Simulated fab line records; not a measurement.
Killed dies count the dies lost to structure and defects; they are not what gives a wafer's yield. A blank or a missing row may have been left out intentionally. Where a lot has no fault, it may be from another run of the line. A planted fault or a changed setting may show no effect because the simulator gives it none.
Which tool is to blame?    flow sky130    33 wafers from 11 lots sampled at 2 of the route's 708 steps

WHAT THE GAUGES READ, wafer by wafer
SKY_VT_ADJUST_PCH_TW_MEAS_10.
lot   measured      on             VT_ADJUST_PCH_TW
L415  day 10 06:21  film_metro-04  142.5 142.2 141.9
L417  day 11 08:23  film_metro-03  147.4 146.8 147.3
L421  day 12 04:41  film_metro-03  149.7 149.7 148.8
L424  day 13 04:48  film_metro-03  142.7 142.7 141.6
L429  day 14 21:18  film_metro-02  141.9 141.3 141.4
L430  day 15 06:14  film_metro-02  141.8 142.4 141.3
L431  day 15 12:47  film_metro-03  142.7 142.4 143.2
L433  day 16 04:11  film_metro-04  142.3 141.7 141.6
L436  day 16 16:29  film_metro-02  142.6 142.4 142.6
L437  day 16 23:27  film_metro-03  142.0 141.6 141.0
L438  day 17 12:51  film_metro-03  143.1 142.9 142.7

EACH LOT AND THE TOOL THAT RAN IT (in order: tool; ch and the chambers of the sampled wafers; start)
lot   SKY_VT_ADJUST_PCH_IMPLANT_08
L415  implanter-04 ch 0, day 10 06:06
L417  implanter-01 ch 0, day 11 08:08
L421  implanter-01 ch 0, day 12 04:27
L424  implanter-04 ch 0, day 13 04:33
L429  implanter-03 ch 0, day 14 20:59
L430  implanter-01 ch 0, day 15 05:59
L431  implanter-01 ch 0, day 15 12:32
L433  implanter-04 ch 0, day 16 03:56
L436  implanter-03 ch 0, day 16 16:14
L437  implanter-03 ch 0, day 16 23:13
L438  implanter-01 ch 0, day 17 12:38
- SKY_VT_ADJUST_PCH_IMPLANT_08

WHAT THE TOOLS THEMSELVES READ (means of the sampled wafers that have a number; where no wafer has one, the mark that the record gives instead)
SKY_VT_ADJUST_PCH_IMPLANT_08.
lot   tool          beam_on_s (s)  end_station_pressure_torr (Torr)  faraday_current_uA
L415  implanter-04  10.08          5.10e-06                          2.79
L417  implanter-01  11.84          8.71e-05                          2.37
L421  implanter-01  11.72          8.94e-05                          2.39
L424  implanter-04  10.15          4.97e-06                          2.77
L429  implanter-03  10.15          5.25e-06                          2.77
L430  implanter-01  9.95           5.15e-06                          2.83
L431  implanter-01  9.65           4.84e-06                          2.91
L433  implanter-04  9.88           4.96e-06                          2.85
L436  implanter-03  10.13          4.88e-06                          2.78
L437  implanter-03  9.95           5.25e-06                          2.83
L438  implanter-01  10.05          4.89e-06                          2.81

THE ANSWER, worked out from the rows above alone
Rule: the usual values come from the lots themselves. Put in order of their means at a reading, lots are off if they are a third of the lots or fewer, leave a main group of 4 or more, and stand apart from it by a gap of 3 or more times the standard deviation of the main group's means; of several such gaps the widest counts. The tables above print the reading to a certain number of digits; a main group whose means all agree to those digits is not used. Also off: a lot with no number at a reading for which 4 or more lots have one. Any other lot the step has rows for is counted as sound. First the gauges in route order, then the tools' own readings, where a lot's mean is used as printed above. At the first step where some lot is off, the reading lying furthest off is the one used; lots without a number count as furthest.
Off: at SKY_VT_ADJUST_PCH_TW_MEAS_10 (VT_ADJUST_PCH_TW), L417, L421. The main group: mean 142.2, standard deviation 0.48.
A tool fits if, at a process step before that reading, it ran every lot that is off, and no sound lot after the first of them. Not tried: the gauges at SKY_VT_ADJUST_PCH_TW_MEAS_10; whatever is off there is also off at SKY_VT_ADJUST_PCH_IMPLANT_08, on other tools, and gauge error can't account for it. Of those tried, none fits.

WHAT THE SIMULATOR PUT IN
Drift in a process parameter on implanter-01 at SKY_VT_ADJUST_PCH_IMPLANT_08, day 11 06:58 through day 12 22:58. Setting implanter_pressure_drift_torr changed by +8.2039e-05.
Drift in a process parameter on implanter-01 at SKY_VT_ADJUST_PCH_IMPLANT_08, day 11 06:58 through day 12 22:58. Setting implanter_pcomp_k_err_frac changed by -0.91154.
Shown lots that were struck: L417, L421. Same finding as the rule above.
